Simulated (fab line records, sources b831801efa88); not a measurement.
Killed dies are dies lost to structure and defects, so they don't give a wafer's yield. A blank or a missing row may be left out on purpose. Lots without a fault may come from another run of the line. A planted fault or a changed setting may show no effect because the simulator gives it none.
One fault seen from 2 desks | flow sky130 | each desk has only its own numbers; what lay behind them comes last

THE METROLOGY DESK
What the gauges read, lot by lot, whatever tool the lot ran on: means of the sampled wafers that have a number. A lot is out of limits, marked OUT, if its mean lies more than 4 standard deviations from the usual mean; the brackets give that distance.
Columns: A = VIA1_W_RS at SKY_VIA1_RS_MEAS_22, usual 0.426 ohm/sq; B = VIA1_W_THK at SKY_VIA1_THK_MEAS_23, usual 276 nm
lot  | first seen here | A     | B
L746 | day 35 17:17    | 0.427 | 272
L747 | day 36 17:43    | 0.421 | 274
L752 | day 37 19:34    | 0.425 | 281
L761 | day 40 01:04    | 0.429 | 277
L766 | day 41 05:22    | 0.426 | 285
This desk's finding: nothing out of limits on any of the 5 lots.

THE TOOL OWNER'S DESK: pvd_sputter-02
The tool's own readings at SKY_METAL2_SPUTTER_03 (material Ti, target thk 5 nm, time 3.3 s): means of the sampled wafers that have a number, for each lot that ran on this tool. A lot is out of limits, marked OUT, if its mean lies more than 4 standard deviations from the usual mean; the brackets give that distance.
Columns: A = throttle_valve_pct at SKY_METAL2_SPUTTER_03, usual 30.2 %
lot  | first seen here | A
L747 | day 36 18:17    | 29.9
L752 | day 37 20:07    | 30.4
This desk's finding: nothing out of limits on any of the 2 lots.

PUT TOGETHER
The metrology desk saw nothing out of limits.
The tool owner's desk saw nothing out of limits.

WHAT THE SIMULATOR HAD PUT IN
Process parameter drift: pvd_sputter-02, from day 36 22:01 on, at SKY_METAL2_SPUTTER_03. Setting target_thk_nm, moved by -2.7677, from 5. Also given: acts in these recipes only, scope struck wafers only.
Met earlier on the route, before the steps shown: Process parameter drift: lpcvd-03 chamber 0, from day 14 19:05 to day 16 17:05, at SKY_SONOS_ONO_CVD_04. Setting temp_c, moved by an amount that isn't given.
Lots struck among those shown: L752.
